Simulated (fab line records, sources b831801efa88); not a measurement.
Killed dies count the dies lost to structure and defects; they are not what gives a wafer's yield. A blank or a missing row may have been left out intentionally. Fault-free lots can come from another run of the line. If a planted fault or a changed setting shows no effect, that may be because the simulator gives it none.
Chamber matching | flow gf180mcu | GF_V5_CMP_26 on cmp-02 has 4 sister chambers
The step polishes, stops on SiO2, t overpolish 15 s, target thk 0 nm. 16 wafers are shown with their chamber, then 8 later ones without.

WAFERS, EACH WITH ITS CHAMBER
wafer  | chamber | motor current A (A) | time to endpoint s (s) | overpolish run s (s)
L522.1 | 0       | 10.9                | 86                     | 15.005
L522.4 | 2       | 11.0                | 76                     | 14.999
L522.5 | 1       | 10.7                | 78                     | 14.990
L523.1 | 2       | 11.3                | 80                     | 15.000
L523.3 | 1       | 11.1                | 82                     | 14.994
L523.6 | 0       | 10.6                | 85                     | 14.995
L525.1 | 2       | 10.5                | 81                     | 14.999
L525.2 | 1       | 10.3                | 83                     | 15.001
L525.3 | 3       | 12.6                | 92                     | 14.993
L526.1 | 2       | 11.4                | 80                     | 14.983
L526.3 | 0       | 10.8                | 85                     | 14.995
L526.5 | 3       | 12.1                | 91                     | 15.005
L531.1 | 2       | 11.1                | 83                     | 14.995
L531.5 | 1       | 10.8                | 84                     | 15.005
L531.6 | 0       | 10.9                | 90                     | 15.002
L533.1 | 2       | 11.1                | 80                     | 15.013

SIGNATURES (averages over the wafers above)
reading            | chamber 0 | chamber 1 | chamber 2 | chamber 3 | scatter within a chamber
motor current A    | 10.800    | 10.725    | 11.067    | 12.350    | 0.29
time to endpoint s | 86.50     | 81.75     | 80.00     | 91.50     | 2.31
overpolish run s   | 14.99925  | 14.99750  | 14.99817  | 14.99900  | 0.00791
Rule: a wafer's distance from a chamber is the root of the sum, over the readings, of the square of ((its reading less the chamber's mean) divided by the reading's scatter). If the next closest chamber is less than 2 further off than the closest, the wafer can't be placed; otherwise it belongs to the closest. The scatter: the root of (the sum of the squares of (reading less its chamber's mean) over the shown wafers, divided by (wafers less chambers)).

WAFERS WITH NO CHAMBER GIVEN
wafer  | motor current A (A) | time to endpoint s (s) | overpolish run s (s)
L533.2 | 10.3                | 84                     | 14.979
L533.5 | 10.9                | 83                     | 15.002
L534.1 | 12.8                | 90                     | 14.990
L534.3 | 10.6                | 82                     | 14.989
L534.4 | 10.7                | 89                     | 14.993
L541.1 | 11.0                | 80                     | 14.989
L541.3 | 11.7                | 80                     | 14.991
L541.4 | 10.6                | 87                     | 15.014

THE CHAMBER EACH PASSED THROUGH
wafer  | from the rows above          | in truth
L533.2 | can't be placed: 1 or 0 or 2 | 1
L533.5 | can't be placed: 1 or 2 or 0 | 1
L534.1 | 3                            | 3
L534.3 | can't be placed: 1 or 2 or 0 | 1
L534.4 | can't be placed: 0 or 1      | 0
L541.1 | can't be placed: 2 or 1 or 0 | 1
L541.3 | can't be placed: 2 or 1 or 0 | 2
L541.4 | can't be placed: 0 or 1 or 2 | 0
1 of 8 placed correctly. These rows do not allow placing 7 (true chamber among the candidates in 7). Wrongly placed: 0.
